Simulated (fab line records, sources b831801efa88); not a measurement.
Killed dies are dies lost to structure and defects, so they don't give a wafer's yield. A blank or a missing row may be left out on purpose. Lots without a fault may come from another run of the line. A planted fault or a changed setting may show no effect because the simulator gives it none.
Chamber matching | flow sfq_line | SFQ_TRILAYER_I4_VIA_ETCH_VIA_ETCH_106 on rie_diel-04: 4 sister chambers
The step etches SiO2 in CHF3, stops on Nb, target depth 260 nm. 14 wafers are shown with their chamber, then 6 later ones without.

WAFERS WITH THEIR CHAMBER
wafer  | chamber | drypump_motor_current_A (A) | oes_product_au (a.u.)
L346.3 | 2       | 6.3                         | 0.853
L346.4 | 0       | 5.1                         | 0.859
L346.6 | 1       | 6.4                         | 0.851
L348.1 | 1       | 6.4                         | 0.857
L348.3 | 2       | 6.2                         | 0.854
L348.4 | 3       | 5.7                         | 0.854
L350.2 | 1       | 6.4                         | 0.858
L350.3 | 2       | 6.2                         | 0.861
L350.4 | 1       | 6.4                         | 0.859
L351.4 | 3       | 5.8                         | 0.854
L351.5 | 2       | 6.2                         | 0.850
L351.6 | 1       | 6.4                         | 0.857
L353.3 | 1       | 6.4                         | 0.855
L353.5 | 2       | 6.3                         | 0.854

SIGNATURES (means of the wafers above)
reading                 | chamber 0 | chamber 1 | chamber 2 | chamber 3 | scatter within a chamber
drypump_motor_current_A | 5.100     | 6.400     | 6.240     | 5.750     | 0.0412
oes_product_au          | 0.85900   | 0.85617   | 0.85440   | 0.85400   | 0.00326
Rule: a wafer's distance from a chamber is the root of the sum, over the readings, of the square of ((its reading less the chamber's mean) divided by the reading's scatter). The wafer belongs to the nearest chamber; if the next one is less than 2 further off, it can't be placed. The scatter: the root of (the sum of the squares of (reading less its chamber's mean) over the shown wafers, divided by (wafers less chambers)).

WAFERS WITHOUT THEIR CHAMBER
wafer  | drypump_motor_current_A (A) | oes_product_au (a.u.)
L353.6 | 6.4                         | 0.851
L357.3 | 5.2                         | 0.865
L357.4 | 6.2                         | 0.846
L362.2 | 5.8                         | 0.855
L362.5 | 6.2                         | 0.849
L362.6 | 6.4                         | 0.852

WHICH CHAMBER EACH WENT THROUGH
wafer  | from the rows above | in truth
L353.6 | 1                   | 1
L357.3 | 0                   | 0
L357.4 | 2                   | 2
L362.2 | 3                   | 3
L362.5 | 2                   | 2
L362.6 | 1                   | 1
Placed correctly: 6 of 6. Can't be placed from these rows: 0. Placed wrongly: 0.
